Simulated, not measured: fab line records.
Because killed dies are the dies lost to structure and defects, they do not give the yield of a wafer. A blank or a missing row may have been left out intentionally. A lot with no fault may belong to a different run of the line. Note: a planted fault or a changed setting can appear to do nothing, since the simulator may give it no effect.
What tool caused it? + flow sky130 + 45 wafers from 15 lots sampled at 2 of the route's 708 steps

## WHAT EACH GAUGE READ, for each wafer
SKY_VIA1_RS_MEAS_22: the measuring method here is four-point-probe. Usual: VIA1_W_RS gives 0.427 ohm/sq (standard deviation 0.0039).
| lot  | measured     | on            | VIA1_W_RS (ohm/sq) | flag |
|------|--------------|---------------|--------------------|------|
| L742 | day 34 04:02 | film_metro-03 | 0.436 0.433 0.428  |      |
| L743 | day 34 05:55 | film_metro-03 | 0.429 0.428 0.423  |      |
| L744 | day 34 15:43 | film_metro-03 | 0.429 0.424 0.424  |      |
| L745 | day 35 22:53 | film_metro-03 | 0.421 0.426 0.427  |      |
| L746 | day 36 05:16 | film_metro-03 | 0.430 0.426 0.425  |      |
| L748 | day 36 08:23 | film_metro-04 | 0.429 0.424 0.426  |      |
| L752 | day 37 05:57 | film_metro-04 | 0.429 0.425 0.423  |      |
| L751 | day 37 10:08 | film_metro-03 | 0.429 0.423 0.421  |      |
| L753 | day 37 13:12 | film_metro-04 | 0.432 0.432 0.431  |      |
| L754 | day 37 22:14 | film_metro-03 | 0.426 0.428 0.419  |      |
| L757 | day 39 10:08 | film_metro-03 | 0.420 0.420 0.421  |      |
| L761 | day 40 15:26 | film_metro-03 | 0.434 0.430 0.434  |      |
| L762 | day 41 00:13 | film_metro-04 | 0.429 0.430 0.428  |      |
| L764 | day 41 01:10 | film_metro-02 | 0.422 0.424 0.424  |      |
| L763 | day 41 05:48 | film_metro-03 | 0.432 0.433 0.427  |      |

SKY_METAL2_RS_MEAS_05: the measuring method here is four-point-probe. Usual: METAL2_ALCU_RS gives 0.1263 ohm/sq (standard deviation 0.0013).
| lot  | measured     | on            | METAL2_ALCU_RS (ohm/sq) | flag |
|------|--------------|---------------|-------------------------|------|
| L742 | day 34 04:40 | film_metro-01 | 0.1247 0.1243 0.1257    |      |
| L743 | day 34 06:32 | film_metro-01 | 0.1269 0.1262 0.1270    |      |
| L744 | day 34 16:20 | film_metro-01 | 0.1244 0.1255 0.1250    |      |
| L745 | day 35 23:31 | film_metro-02 | 0.1262 0.1245 0.1255    |      |
| L746 | day 36 05:53 | film_metro-02 | 0.1298 0.1287 0.1297    |      |
| L748 | day 36 08:59 | film_metro-03 | 0.1256 0.1271 0.1270    |      |
| L752 | day 37 06:34 | film_metro-01 | 0.1279 0.1275 0.1270    |      |
| L751 | day 37 10:45 | film_metro-01 | 0.1242 0.1259 0.1240    |      |
| L753 | day 37 13:50 | film_metro-03 | 0.1260 0.1268 0.1267    |      |
| L754 | day 37 22:51 | film_metro-02 | 0.1269 0.1278 0.1283    |      |
| L757 | day 39 10:44 | film_metro-03 | 0.1247 0.1260 0.1268    |      |
| L761 | day 40 17:35 | film_metro-02 | 0.1261 0.1261 0.1268    |      |
| L762 | day 41 00:50 | film_metro-01 | 0.1300 0.1281 0.1283    |      |
| L764 | day 41 01:47 | film_metro-02 | 0.1259 0.1256 0.1260    |      |
| L763 | day 41 06:25 | film_metro-01 | 0.1278 0.1268 0.1279    |      |

## WHICH TOOL RAN EACH LOT (tool, then ch and the chambers of the sampled wafers, then the start)
There is no process step in the record ahead of these readings.

## AS READ BY THE TOOLS THEMSELVES (means over the sampled wafers that have a number; for cases with no such wafer, the mark the record gives instead)
The record holds no such reading with a usual standard deviation.

## THE ANSWER, worked out from the rows above alone
Rule: take the mean of a lot's wafers that have a number; if it is more than 3 standard deviations from the usual mean, the lot is off. Also off: a lot with no number at a reading for which 4 or more lots have one. All remaining lots with rows at the step are treated as sound. Order of review: gauges by route order, followed by the tools' own readings, for which a lot's mean as printed above is used. At the first step where some lot is off, the reading lying furthest off is the one used; lots without a number count as furthest.
Nothing can be told from this: no lot is off at any reading shown.

## WHAT THE SIMULATOR PUT IN
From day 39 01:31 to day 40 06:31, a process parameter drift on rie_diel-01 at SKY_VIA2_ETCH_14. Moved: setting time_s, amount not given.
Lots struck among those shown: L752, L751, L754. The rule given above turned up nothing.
